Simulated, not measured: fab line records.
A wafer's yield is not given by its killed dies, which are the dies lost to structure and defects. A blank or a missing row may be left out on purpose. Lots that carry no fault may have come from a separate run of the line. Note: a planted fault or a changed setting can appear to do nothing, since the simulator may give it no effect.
The tool behind it: which one?	flow sky130	19 wafers sampled from 7 lots at 1 step of a route of 708

## WHAT THE GAUGES READ, wafer by wafer
SKY_FIELD_ISO_THK_MEAS_25.
lot	measured	on	FIELD_ISO_CVD_24_THK (nm)
L613	day 2 14:02	filmMetro-02	585 595 595
L617	day 3 08:01	filmMetro-01	596 606
L621	day 4 06:33	filmMetro-01	596 594
L627	day 5 14:17	filmMetro-04	590 594 584
L629	day 6 00:07	filmMetro-01	592 592 589
L632	day 6 14:41	filmMetro-04	596 593 584
L634	day 7 01:26	filmMetro-01	587 591 596

## WHAT TOOL EACH LOT RAN ON (gives the tool, then ch and the chambers of the sampled wafers, and finally the start)
Before these readings, the record contains no process step.

## THE ANSWER, worked out from the rows above alone
Rule: usual is defined by the lots themselves. The widest of any qualifying gaps counts: lots, ordered by their means at a reading, are off when they make up no more than a third of the lots, leave a main group of 4 or more, and stand apart from it by 3 or more times the standard deviation of that group's means. If all means in a main group match to the digits the tables above print for the reading, that group is not used. Also off: a lot with no number at a reading for which 4 or more lots have one. All remaining lots with rows at the step are treated as sound.
Off: at SKY_FIELD_ISO_THK_MEAS_25 (FIELD_ISO_CVD_24_THK), L617, L621. Main group: mean 591 nm, sd 0.81.
If a tool, at a process step before that reading, ran all the lots that are off and no sound lot after the first of them, it fits. Those tools and the gauges at SKY_FIELD_ISO_THK_MEAS_25 are tried in the same way. None of those tried fits.

## WHAT HAD BEEN PUT IN BY THE SIMULATOR
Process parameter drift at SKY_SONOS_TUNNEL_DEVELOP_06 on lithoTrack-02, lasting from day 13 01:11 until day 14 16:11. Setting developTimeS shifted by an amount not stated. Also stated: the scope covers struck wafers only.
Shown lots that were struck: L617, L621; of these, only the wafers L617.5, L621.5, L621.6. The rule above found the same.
